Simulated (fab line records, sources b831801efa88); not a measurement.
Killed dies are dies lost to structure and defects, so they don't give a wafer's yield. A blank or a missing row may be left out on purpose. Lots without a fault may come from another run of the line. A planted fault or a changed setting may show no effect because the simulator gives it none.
A struck lot beside a sound one | flow sky130 | 19 steps out of a route of 708
Sound: wafers L432.3, L432.4, L432.5. Struck: wafers L442.1, L442.4, L442.6. The cause comes at the end.
At each step with rows: each side's tool, then ch and its chambers, then its first start. Under that, the readings that differ: sound wafers | struck wafers | difference of the means | sigmas: that difference in standard deviations of wafers without a fault.
alike: readings whose means differ by less than 2 such deviations, and words and numbers that are the same on both sides. not compared: withheld readings, readings that some wafer has no value for, bounds like >300 that may hide the same value, and numbers for which the record gives no deviation and whose values overlap.
The two part at a step that has a row with sigmas, a row that says differs or no value, or rows on one side only. Numbers that don't overlap but have no deviation are shown without sigmas and don't part them. A reading that every wafer of one side lacks parts them only if that side has two wafers or more.

SKY_LDD_HVP_OVL_MEAS_07:
  sound on overlay-02, day 23 14:36; struck on overlay-01, day 27 11:24
  alike: LDD_HVP_OVL
then, 1 step without rows for these wafers: SKY_LDD_HVP_IMPLANT_08.
SKY_LDD_HVP_STRIP_09: strips in O2/N2.
  sound on plasma_asher-02 ch 0,1, day 23 14:48; struck on plasma_asher-02 ch 0,1, day 27 11:35
  alike: drypump_motor_current_A, oes_product_au, strip_time_to_endpoint_s
  not compared: rf_hours_counter_h
SKY_LDD_HVP_TW_MEAS_10:
  sound on film_metro-02, day 23 14:53; struck on film_metro-02, day 27 11:41
  alike: LDD_HVP_TW
then, 7 steps without rows for these wafers: SKY_LDD_LDN_DEHYDRATE_00 (time 60 s); SKY_LDD_LDN_HMDS_01 (prime time 60 s); SKY_LDD_LDN_COAT_02 (resist thk 1140 nm); SKY_LDD_LDN_SOFTBAKE_03 (time 60 s); SKY_LDD_LDN_EXPOSE_04 (exposes mask LDNTM, target cd 700 nm); SKY_LDD_LDN_PEB_05; SKY_LDD_LDN_DEVELOP_06 (develop time 60 s).
SKY_LDD_LDN_OVL_MEAS_07:
  sound on overlay-02, day 24 20:47; struck on overlay-02, day 28 16:05
  alike: LDD_LDN_OVL
SKY_LDD_LDN_IMPLANT_08:
  sound on implanter-03 ch 0, day 24 20:51; struck on implanter-02 ch 0, day 28 16:08
  reading            | sound                           | struck                       | difference | sigmas
  dose_ions_cm2      | 1.2491e+13 1.2509e+13 1.252e+13 | 1.261e+12 1.268e+12 1.26e+12 | -1.124e+13 | -99 or more
  faraday_current_uA | 68.7 70.5 70.8                  | 7.1 7.0 7.1                  | -62.9      | -42
  alike: rotation_deg
then, 3 steps without rows for these wafers: SKY_LDD_LDN_IMPLANT_09; SKY_LDD_LDN_IMPLANT_10; SKY_LDD_LDN_IMPLANT_11.
SKY_LDD_LDN_STRIP_12: strips in O2/N2.
  sound on plasma_asher-04 ch 0,1, day 24 21:26; struck on plasma_asher-04 ch 0,1, day 28 16:44
  alike: drypump_motor_current_A, oes_product_au, strip_time_to_endpoint_s
  not compared: rf_hours_counter_h
SKY_LDD_LDN_TW_MEAS_13:
  sound on film_metro-04, day 24 21:31; struck on film_metro-04, day 28 17:04
  reading    | sound          | struck         | difference | sigmas
  LDD_LDN_TW | 1494 1513 1507 | 1391 1402 1391 | -110       | -7
  not compared: hold
-- the record jumps here: 21 days lie between the struck wafers' starts before and after (it left off in module LDD_LDN and takes up again in module PAD_OPEN, whose first step shown is number 708 of the route) --
SKY_PAD_OPEN_PROBE_99:
  sound on prober-01, day 47 07:23; struck on prober-02, day 49 19:34
  reading                         | sound          | struck         | difference | sigmas
  model.etest.tip_sonos.rs_ohm_sq | 2638 2670 2650 | 3004 2959 2966 | +324       |
  alike: killed_at_M0_to_M3, killed_at_M4_up, killed_at_contacts, killed_at_front_end, killed_at_other, killed_dies, killed_open, killed_short

WHERE THEY PART
First at SKY_LDD_LDN_IMPLANT_08; last, within this record, at SKY_LDD_LDN_TW_MEAS_13. Later steps at which nothing parts them and some readings are alike: SKY_PAD_OPEN_PROBE_99.

WHY: what the simulator had put in
Process parameter drift: implanter-02, from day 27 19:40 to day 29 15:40, at SKY_LDD_LDN_IMPLANT_08. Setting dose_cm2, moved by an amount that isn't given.
